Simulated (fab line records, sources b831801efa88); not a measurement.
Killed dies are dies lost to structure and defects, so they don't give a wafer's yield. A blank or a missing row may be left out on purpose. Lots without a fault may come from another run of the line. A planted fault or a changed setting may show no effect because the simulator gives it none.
Which tool did it? | flow sky130 | 6 lots, 18 wafers sampled, at 4 steps of a route of 708

WHAT THE GAUGES READ, wafer by wafer
SKY_CAP2M_THK_MEAS_01.
lot  | measured     | on            | CAP2M_CVD_00_THK (nm)
L709 | day 40 09:01 | film_metro-02 | 15.09 15.20 15.51
L716 | day 42 15:20 | film_metro-02 | 15.21 15.39 15.60
L720 | day 43 19:54 | film_metro-03 | 15.23 11.66 15.67
L724 | day 45 18:35 | film_metro-02 | 15.21 15.79 15.58
L726 | day 45 19:41 | film_metro-03 | 15.19 15.11 15.58
L729 | day 46 13:59 | film_metro-04 | 15.30 15.48 15.99

WHICH TOOL RAN EACH LOT (tool, then ch and the chambers of the sampled wafers, then the start)
lot  | SKY_CAPM_CVD_00               | SKY_CAPM_SPUTTER_02          | SKY_CAP2M_CVD_00
L709 | pecvd-04 ch 0,1, day 37 01:12 | pvd_sputter-01, day 37 01:17 | pecvd-02 ch 1,2, day 40 08:59
L716 | pecvd-03 ch 0,1, day 39 09:50 | pvd_sputter-04, day 39 09:56 | pecvd-03 ch 0,1, day 42 15:19
L720 | pecvd-03 ch 0,2, day 40 16:04 | pvd_sputter-04, day 40 16:09 | pecvd-02 ch 0,1,2, day 43 19:52
L724 | pecvd-03 ch 2, day 42 19:10   | pvd_sputter-01, day 42 19:17 | pecvd-01 ch 0,1, day 45 18:34
L726 | pecvd-03 ch 1,2, day 42 20:08 | pvd_sputter-03, day 42 20:14 | pecvd-01 ch 0,1, day 45 19:40
L729 | pecvd-04 ch 1,2, day 43 15:55 | pvd_sputter-01, day 43 15:59 | pecvd-01 ch 0,2, day 46 13:58
- SKY_CAPM_CVD_00: deposits SiO2, target thk 15.5 nm.
- SKY_CAPM_SPUTTER_02: material TiN, target thk 200 nm, time 166.7 s.
- SKY_CAP2M_CVD_00: deposits SiO2, target thk 15.5 nm.

THE ANSWER, worked out from the rows above alone
Rule: what is usual is taken from the lots themselves. Put in order of their means at a reading, lots are off if they are a third of the lots or fewer, leave a main group of 4 or more, and stand apart from it by a gap of 3 or more times the standard deviation of the main group's means; of several such gaps the widest counts. A main group whose means are all the same, to the digits that the tables above print for the reading, isn't used. A lot without any number at a reading at which 4 lots or more have one is off too. The other lots that the step has rows for count as sound.
Off: L720, at SKY_CAP2M_THK_MEAS_01 (CAP2M_CVD_00_THK). The main group: mean 15.42 nm, standard deviation 0.13.
A tool fits if, at a process step before that reading, it ran every lot that is off, and no sound lot after the first of them. The gauges at SKY_CAP2M_THK_MEAS_01 are tried like those tools. Can't be told from this: 2 tools fit, pvd_sputter-04 at SKY_CAPM_SPUTTER_02, pecvd-02 at SKY_CAP2M_CVD_00.

WHAT THE SIMULATOR HAD PUT IN
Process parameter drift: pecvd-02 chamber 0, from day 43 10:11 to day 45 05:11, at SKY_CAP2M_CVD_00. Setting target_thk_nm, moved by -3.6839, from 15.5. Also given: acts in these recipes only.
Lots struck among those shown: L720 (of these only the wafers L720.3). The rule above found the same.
